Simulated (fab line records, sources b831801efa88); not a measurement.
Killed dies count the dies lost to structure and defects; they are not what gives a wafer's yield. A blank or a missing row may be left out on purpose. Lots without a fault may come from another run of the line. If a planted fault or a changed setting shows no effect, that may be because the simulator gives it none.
fab line records	flow gf180mcu
[record] lots = 15	wafers = 45	last-day = 34
route steps=602 shown NWELL@52 MVPSD@85 VT_IMPLANT@120 LVPWELL@138
lots that met no fault: from a run of the same line without faults
start-h: the number of hours between the record's first day and the start of the first shown wafer of the lot	wait-h: hours elapsed since this lot's preceding step	" repeats the value in the row above	L1.1+2: a row that stands for several wafers	- no value present, or no start provided	* or withheld: withheld	< > ~ a bound
route shown NAME@n: NAME is a module with steps in the file, n the number in the route of the first one	usual: mean/standard deviation taken from wafers without a fault	same: alike in all rows	chamber/n: place in a boat	sites: per-site readings	_std_site: how widely they spread, as a standard deviation	_edge_site: inner sites' mean taken away from outer sites' mean	radius-mm: for every site, how far away it sits from the centre of the wafer	mask NAME#n: copy n	behind: tool/chamber where the wafer was last shaped	hold: why the lot went on hold/how many hours it stayed there/how the hold came to an end	device: the n, p or np transistor that did not switch	end of line: the tests these same wafers got at the end of their route	a step given without rows: its recipe and nothing more	killed: at the first sort, the dies lost to defects and structure; wafer yield is something else	map: shows each die of a wafer: x if killed, . if not, _ if none is there
set.NAME: the setting as run; set.NAME@STEP: as run at that earlier step	model.NAME: the simulator's own value behind a step, which no gauge read
route steps across a sampled set of lots; one table per step, one row per wafer
services: a tool's chamber out of use, with start hour (start-h, from the record's first day; less than 0 if before it), hours out, and reason
[[steps]]
[step GF_NWELL_STRIP_10]
[recipe] chemistry = O2/N2	power-w = 1400	pressure-mtorr = 1500	platen-temp-c = 250	o2-flow-sccm = 3000	n2-flow-sccm = 300	overash-fraction = 0.5
[usual] drypump-motor-current-A = 5.7/0.36	heater-power-w = 326/43	oes-product-au = 0.722/0.0046	strip-time-to-endpoint-s = 36.94/0.1
[same] overash-fraction = 0.5
lot.wafer	tool	chamber	start-h	wait-h	drypump-motor-current-A	heater-power-w	oes-product-au	rf-hours-counter-h	strip-time-to-endpoint-s
L495.2	plasma-asher-03	1	55.86	0.1	6.1	284	0.719	39	36.95
L495.3	"	1	"	"	6.2	285	0.722	-	36.87
L495.4	"	0	"	"	5.6	287	0.730	-	36.92
L499.2	plasma-asher-03	1	78.28	0.1	6.2	294	0.726	42	36.92
L499.4	"	1	"	"	6.1	287	0.724	-	36.90
L499.6	"	1	"	"	6.2	297	0.717	-	37.10
L500.1	plasma-asher-03	0	83.73	0.1	5.6	282	0.722	42	36.82
L500.3	"	1	"	"	6.2	300	0.723	-	36.79
L500.6	"	1	"	"	6.2	292	0.730	-	36.83
L501.2	plasma-asher-04	1	88.38	0.1	5.2	332	0.726	40	36.99
L501.4	"	0	"	"	6.0	415	0.720	-	37.01
L501.5	"	1	"	"	5.1	324	0.725	-	37.06
L502.3	plasma-asher-03	0	94.56	0.1	5.6	289	0.715	-	37.00
L502.4	"	1	"	"	6.2	298	0.729	-	36.91
L502.5	"	1	"	"	6.2	304	0.727	-	36.99
L503.1	plasma-asher-01	1	100.78	0.1	5.7	360	0.727	33	37.00
L503.3	"	1	"	"	5.7	364	0.725	-	37.08
L503.5	"	1	"	"	5.7	359	0.717	-	37.02
L506.1	plasma-asher-04	0	116.66	0.1	6.0	422	0.723	44	37.12
L506.2	"	1	"	"	5.1	325	0.716	44	37.22
L506.4	"	1	"	"	5.1	320	0.724	-	37.08
L510.2	plasma-asher-03	1	138.23	0.1	6.2	310	0.716	2	36.71
L510.4	"	0	"	"	5.6	281	0.733	-	36.65
L510.6	"	1	"	"	6.2	299	0.727	-	36.72
L511.1	plasma-asher-03	1	144.81	0.1	6.2	305	0.717	3	36.97
L511.3	"	1	"	"	6.2	305	0.727	-	37.00
L511.5	"	1	"	"	6.2	307	0.724	-	37.01
L512.3	plasma-asher-01	0	148.44	0.1	5.3	318	0.723	-	36.82
L512.4	"	1	"	"	5.7	366	0.720	-	37.05
L512.5	"	0	"	"	5.3	310	0.720	-	36.99
L513.1	plasma-asher-04	0	153.56	0.1	6.0	412	0.720	47	36.86
L513.3	"	0	"	"	6.0	419	0.726	-	36.81
L513.6	"	0	"	"	6.0	418	0.722	-	36.85
L514.2	plasma-asher-04	0	158.83	0.1	6.0	420	0.718	48	36.78
L514.4	"	0	"	"	6.0	421	0.729	-	36.77
L514.6	"	1	"	"	5.1	332	0.722	-	36.75
L515.1	plasma-asher-04	0	164.11	0.1	6.0	423	0.723	48	36.97
L515.2	"	1	"	"	5.2	333	0.718	48	36.97
L515.3	"	0	"	"	6.0	425	0.717	-	36.93
L517.2	plasma-asher-03	0	174.33	0.1	5.6	288	0.717	6	36.86
L517.3	"	1	"	"	6.2	306	0.725	-	36.81
L517.4	"	0	"	"	5.6	293	0.724	-	36.89
L518.2	plasma-asher-03	1	181.63	0.1	6.2	304	0.726	7	36.90
L518.3	"	0	"	"	5.6	291	0.719	-	36.84
L518.4	"	1	"	"	6.2	312	0.736	-	36.98
[step GF_MVPSD_OVL_MEAS_07]
[usual] MVPSD_OVL = 0.2/1.3
lot.wafer	tool	chamber	start-h	wait-h	MVPSD_OVL[nm]
L495.2	overlay-01	-	97.43	-	-1.6
L495.3	"	-	"	"	-1.6
L495.4	"	-	"	"	-0.4
L499.2	overlay-01	-	121.75	-	1.2
L499.4	"	-	"	"	0.6
L499.6	"	-	"	"	2.3
L500.1	overlay-02	-	127.54	-	-1.2
L500.3	"	-	"	"	-1.8
L500.6	"	-	"	"	-1.6
L501.2	overlay-02	-	132.90	-	-1.9
L501.4	"	-	"	"	-0.7
L501.5	"	-	"	"	-3.2
L502.3	overlay-01	-	140.33	-	0.0
L502.4	"	-	"	"	0.7
L502.5	"	-	"	"	-0.5
L503.1	overlay-01	-	146.29	-	0.7
L503.3	"	-	"	"	-0.2
L503.5	"	-	"	"	-1.7
L506.1	overlay-01	-	162.64	-	-0.5
L506.2	"	-	"	"	0.4
L506.4	"	-	"	"	0.7
L510.2	overlay-02	-	186.48	-	0.4
L510.4	"	-	"	"	0.0
L510.6	"	-	"	"	0.0
L511.1	overlay-02	-	193.04	-	0.1
L511.3	"	-	"	"	-0.5
L511.5	"	-	"	"	-0.4
L512.3	overlay-01	-	197.03	-	2.3
L512.4	"	-	"	"	0.7
L512.5	"	-	"	"	3.2
L513.1	overlay-02	-	202.27	-	1.6
L513.3	"	-	"	"	1.8
L513.6	"	-	"	"	2.5
L514.2	overlay-01	-	208.14	-	-1.0
L514.4	"	-	"	"	0.2
L514.6	"	-	"	"	0.3
L515.1	overlay-01	-	215.12	-	0.8
L515.2	"	-	"	"	0.9
L515.3	"	-	"	"	4.6
L517.2	overlay-01	-	226.19	-	-0.8
L517.3	"	-	"	"	-0.7
L517.4	"	-	"	"	-1.1
L518.2	overlay-02	-	234.49	-	0.3
L518.3	"	-	"	"	0.2
L518.4	"	-	"	"	0.2
[step GF_VT_IMPLANT_IMPLANT_30]
[recipe] species = B	energy-kev = 25	dose-cm2 = 2.534e+12	tilt-deg = 7
[usual] beam-energy-keV = 25.001/0.0085	beam-on-s = 9.98/0.2
lot.wafer	tool	chamber	start-h	wait-h	beam-energy-keV	beam-on-s
L495.2	implanter-02	0	142.80	0.0	25.004	9.60
L495.3	"	0	"	"	25.012	9.98
L495.4	"	0	"	"	25.012	9.83
L499.2	implanter-03	0	168.85	0.0	24.984	10.07
L499.4	"	0	"	"	24.992	9.56
L499.6	"	0	"	"	25.001	10.10
L500.1	implanter-03	0	174.68	0.0	25.007	10.07
L500.3	"	0	"	"	24.998	10.13
L500.6	"	0	"	"	24.983	9.90
L501.2	implanter-01	-	181.00	0.0	-	-
L501.4	"	-	"	"	-	-
L501.5	"	-	"	"	-	-
L502.3	implanter-03	-	187.93	0.1	-	-
L502.4	"	-	"	"	-	-
L502.5	"	-	"	"	-	-
L503.1	implanter-03	-	194.31	0.0	-	-
L503.3	"	-	"	"	-	-
L503.5	"	-	"	"	-	-
L506.1	implanter-03	0	213.20	0.0	24.992	9.87
L506.2	"	0	"	"	24.995	9.92
L506.4	"	0	"	"	25.005	10.08
L510.2	implanter-01	0	239.35	0.0	24.998	9.88
L510.4	"	0	"	"	24.990	10.14
L510.6	"	0	"	"	25.009	9.93
L511.1	implanter-01	0	246.82	0.0	25.016	9.78
L511.3	"	0	"	"	25.002	10.13
L511.5	"	0	"	"	25.005	10.41
L512.3	implanter-01	0	250.68	0.1	25.006	9.92
L512.4	"	0	"	"	24.999	10.29
L512.5	"	0	"	"	25.005	9.86
L513.1	implanter-01	0	256.20	0.0	25.006	9.64
L513.3	"	0	"	"	24.992	9.86
L513.6	"	0	"	"	25.000	9.98
L514.2	implanter-02	0	263.13	0.0	25.013	9.78
L514.4	"	0	"	"	25.009	9.69
L514.6	"	0	"	"	24.997	10.01
L515.1	implanter-03	0	271.00	0.0	24.995	10.12
L515.2	"	0	"	"	25.001	10.13
L515.3	"	0	"	"	24.988	9.79
L517.2	implanter-03	0	283.15	0.0	24.996	9.82
L517.3	"	0	"	"	24.998	10.05
L517.4	"	0	"	"	25.003	10.22
L518.2	implanter-01	0	291.83	0.0	24.987	9.90
L518.3	"	0	"	"	24.997	10.09
L518.4	"	0	"	"	24.991	10.05
[step GF_VT_IMPLANT_TW_MEAS_32]
[usual] VT_IMPLANT_3_TW = 271/3.1
lot.wafer	tool	chamber	start-h	wait-h	VT_IMPLANT_3_TW
L495.2	film-metro-04	-	143.04	0.1	267
L495.3	"	-	"	"	266
L495.4	"	-	"	"	267
L499.2	film-metro-01	-	169.09	0.1	274
L499.4	"	-	"	"	274
L499.6	"	-	"	"	275
L500.1	film-metro-04	-	174.93	0.1	268
L500.3	"	-	"	"	268
L500.6	"	-	"	"	268
L501.2	film-metro-03	-	181.24	0.1	30
L501.4	"	-	"	"	30
L501.5	"	-	"	"	30
L502.3	film-metro-01	-	188.15	0.1	31
L502.4	"	-	"	"	31
L502.5	"	-	"	"	31
L503.1	film-metro-04	-	194.56	0.1	30
L503.3	"	-	"	"	30
L503.5	"	-	"	"	30
L506.1	film-metro-03	-	213.45	0.1	270
L506.2	"	-	"	"	268
L506.4	"	-	"	"	270
L510.2	film-metro-03	-	239.59	0.1	267
L510.4	"	-	"	"	267
L510.6	"	-	"	"	267
L511.1	film-metro-03	-	247.07	0.1	269
L511.3	"	-	"	"	267
L511.5	"	-	"	"	269
L512.3	film-metro-01	-	250.90	0.1	276
L512.4	"	-	"	"	274
L512.5	"	-	"	"	275
L513.1	film-metro-01	-	256.51	0.1	276
L513.3	"	-	"	"	276
L513.6	"	-	"	"	275
L514.2	film-metro-01	-	263.36	0.1	274
L514.4	"	-	"	"	275
L514.6	"	-	"	"	274
L515.1	film-metro-01	-	271.25	0.1	275
L515.2	"	-	"	"	273
L515.3	"	-	"	"	274
L517.2	film-metro-01	-	283.38	0.1	273
L517.3	"	-	"	"	274
L517.4	"	-	"	"	274
L518.2	film-metro-04	-	292.06	0.1	267
L518.3	"	-	"	"	269
L518.4	"	-	"	"	269
[step GF_VT_IMPLANT_RS_MEAS_48]
[recipe] thk-meas-gauge = four-point-probe
[usual] LVPWELL_RS = 1196.4/2.6
lot.wafer	tool	chamber	start-h	wait-h	LVPWELL_RS[ohm/sq]
L495.2	film-metro-01	-	159.55	0.1	1195.2
L495.3	"	-	"	"	1196.4
L495.4	"	-	"	"	1197.0
L499.2	film-metro-02	-	185.75	0.1	1194.0
L499.4	"	-	"	"	1192.4
L499.6	"	-	"	"	1194.9
L500.1	film-metro-02	-	192.73	0.1	1196.3
L500.3	"	-	"	"	1194.9
L500.6	"	-	"	"	1192.5
L501.2	film-metro-01	-	198.50	0.1	1200.9
L501.4	"	-	"	"	1198.7
L501.5	"	-	"	"	1199.3
L502.3	film-metro-04	-	205.27	0.1	1193.0
L502.4	"	-	"	"	1194.5
L502.5	"	-	"	"	1197.2
L503.1	film-metro-02	-	212.65	0.1	1191.9
L503.3	"	-	"	"	1192.5
L503.5	"	-	"	"	1195.2
L506.1	film-metro-02	-	232.15	0.1	1193.4
L506.2	"	-	"	"	1196.3
L506.4	"	-	"	"	1196.7
L510.2	film-metro-02	-	258.45	0.1	1196.8
L510.4	"	-	"	"	1197.2
L510.6	"	-	"	"	1192.3
L511.1	film-metro-01	-	266.23	0.1	1196.7
L511.3	"	-	"	"	1196.0
L511.5	"	-	"	"	1194.7
L512.3	film-metro-04	-	270.37	0.1	1199.9
L512.4	"	-	"	"	1199.2
L512.5	"	-	"	"	1201.2
L513.1	film-metro-01	-	276.62	0.1	1195.0
L513.3	"	-	"	"	1193.1
L513.6	"	-	"	"	1194.0
L514.2	film-metro-04	-	283.24	0.1	1202.2
L514.4	"	-	"	"	1197.6
L514.6	"	-	"	"	1197.2
L515.1	film-metro-04	-	291.30	0.1	1198.3
L515.2	"	-	"	"	1199.2
L515.3	"	-	"	"	1199.7
L517.2	film-metro-02	-	304.25	0.1	1194.2
L517.3	"	-	"	"	1192.6
L517.4	"	-	"	"	1194.5
L518.2	film-metro-01	-	312.87	0.1	1197.2
L518.3	"	-	"	"	1197.8
L518.4	"	-	"	"	1199.8
[[services]]
tool	chamber	start-h	hours	kind
implanter-01	-	78.81	2.9	pm
implanter-01	-	95.70	5.1	repair
plasma-asher-03	-	108.75	9.0	pm
plasma-asher-03	0	108.75	9.0	vent-cycle
plasma-asher-03	1	108.75	9.0	vent-cycle
plasma-asher-04	-	109.57	0.9	repair
plasma-asher-03	0	117.75	-	clean
plasma-asher-03	1	117.75	-	clean
implanter-01	-	122.55	2.0	repair
implanter-01	-	129.94	1.7	repair
implanter-03	-	147.35	3.3	pm
plasma-asher-04	-	152.61	0.5	repair
plasma-asher-04	-	171.16	2.8	pm
implanter-01	-	185.18	41.7	pm
implanter-02	-	212.87	2.7	pm
plasma-asher-04	-	237.86	19.5	pm
plasma-asher-01	-	252.58	7.6	repair
implanter-02	-	289.76	3.9	repair
[[key]]
[first-sign] step = GF_VT_IMPLANT_IMPLANT_30	reading = tool-record	direction = missing
[effect] step = GF_VT_IMPLANT_TW_MEAS_32	reading = VT_IMPLANT_3_TW	direction = down	sigmas = 77	usual = 271	struck = 30
met-at GF_VT_IMPLANT_IMPLANT_30
struck-lots L501,L502,L503
later-rows-left-out L501.2,L501.4,L501.5,L502.3,L502.4,L502.5,L503.1,L503.3,L503.5
sort-left-out L501.2,L501.4,L501.5,L502.3,L502.4,L502.5,L503.1,L503.3,L503.5
tester-left-out L501,L502,L503
not-acting-at GF_NWELL_STRIP_10,GF_MVPSD_OVL_MEAS_07,GF_VT_IMPLANT_RS_MEAS_48
onset-between 174.68 181.00
[fault] kind = skipped-step-whole	tool = implanter-01,implanter-03	chamber = -	onset-h = 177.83	steps = GF_VT_IMPLANT_IMPLANT_30	scope = struck-lots-only
// tester-left-out: of these lots the tester's yield and bins aren't shown, on N5 and GAA mostly nor the transistor test; their killed dies are dies lost to structure and defects alone, not to doping, threshold or leakage, so they don't give the yield
// sort-left-out: the simulated sort isn't trusted on such a fault, so these wafers' sort isn't shown, and their yield isn't known
// later-rows-left-out: the simulator's readings of these wafers behind a module that went badly wrong aren't trusted and aren't shown, but for the sort
